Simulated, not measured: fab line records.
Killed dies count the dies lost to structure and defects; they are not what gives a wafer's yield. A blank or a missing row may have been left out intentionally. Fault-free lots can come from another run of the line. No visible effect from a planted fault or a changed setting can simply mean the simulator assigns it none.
2 desks, one fault ; flow gf180mcu ; each desk holds nothing but its own numbers, with what lay behind them at the end

== THE TOOL OWNER'S DESK: cvd-w-01 ==
The tool's own readings at GF_V4_CVD_23 (deposits W, target thk 350 nm, time 104.9 s): means of the sampled wafers that have a number, for each lot that ran on this tool. Any lot whose mean is over 4 standard deviations away from the usual mean is out of limits and marked OUT; that distance is given in the brackets.
Columns: A = chamber-pressure-Torr at GF_V4_CVD_23, usual 39.99 Torr; B = heater-power-w at GF_V4_CVD_23, usual 865 W
lot;first seen here;A;B
L435;day 24 21:04;40.04;858
L438;day 26 00:14;40.04;855
L440;day 26 16:11;40.04;867
L441;day 27 00:47;40.02;874
L454;day 30 14:16;40.06;890
L456;day 31 03:19;40.07;874
This desk found nothing out of limits on any of the 6 lots.

== METROLOGY DESK ==
Lot by lot, what the gauges showed, no matter which tool ran the lot: averages of those sampled wafers that carry a number. Any lot whose mean is over 4 standard deviations away from the usual mean is out of limits and marked OUT; that distance is given in the brackets.
Columns: A = V4_W_RS at GF_V4_RS_MEAS_24, usual 0.329 ohm/sq; B = V4_W_THK at GF_V4_THK_MEAS_25, usual 349 nm; C = MIM_CVD_05_THK at GF_MIM_THK_MEAS_06, usual 42.7 nm
lot;first seen here;A;B;C
L435;day 24 21:10;0.328;351;42.3
L438;day 26 00:22;0.334;346;43.0
L440;day 26 16:19;0.253 (-17) OUT;471 (+21) OUT;42.8
L441;day 27 00:55;0.252 (-18) OUT;476 (+22) OUT;42.1
L444;day 27 21:21;0.331;347;42.5
L449;day 29 05:42;0.328;348;42.3
L450;day 29 10:32;0.332;344;42.9
L454;day 30 14:23;0.328;351;42.9
L455;day 30 21:27;0.329;349;42.4
L456;day 31 03:26;0.329;342;43.1
This desk's result: L440, L441 out of limits, first on L440 (V4_W_RS at GF_V4_RS_MEAS_24), day 26 16:19. L435, L438, L444, L449, L450, L454, L455, L456 stayed within limits.

== ALL TOGETHER ==
On L440, L441, the metrology desk was in a position to raise an alarm at day 26 16:19.
The tool owner's desk saw nothing out of limits.
The tool owner's desk has L440, L441 on record, within its limits.
The lots listed all ran GF_V4_CVD_23 on cvd-w-01.

== WHAT THE SIMULATOR HAD INSERTED ==
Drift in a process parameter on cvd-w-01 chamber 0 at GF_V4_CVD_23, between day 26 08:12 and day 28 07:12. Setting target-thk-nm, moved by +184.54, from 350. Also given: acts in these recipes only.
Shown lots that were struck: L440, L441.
Time in hours between the start of the fault and the first out-of-limits reading at each desk: metrology desk, 8.
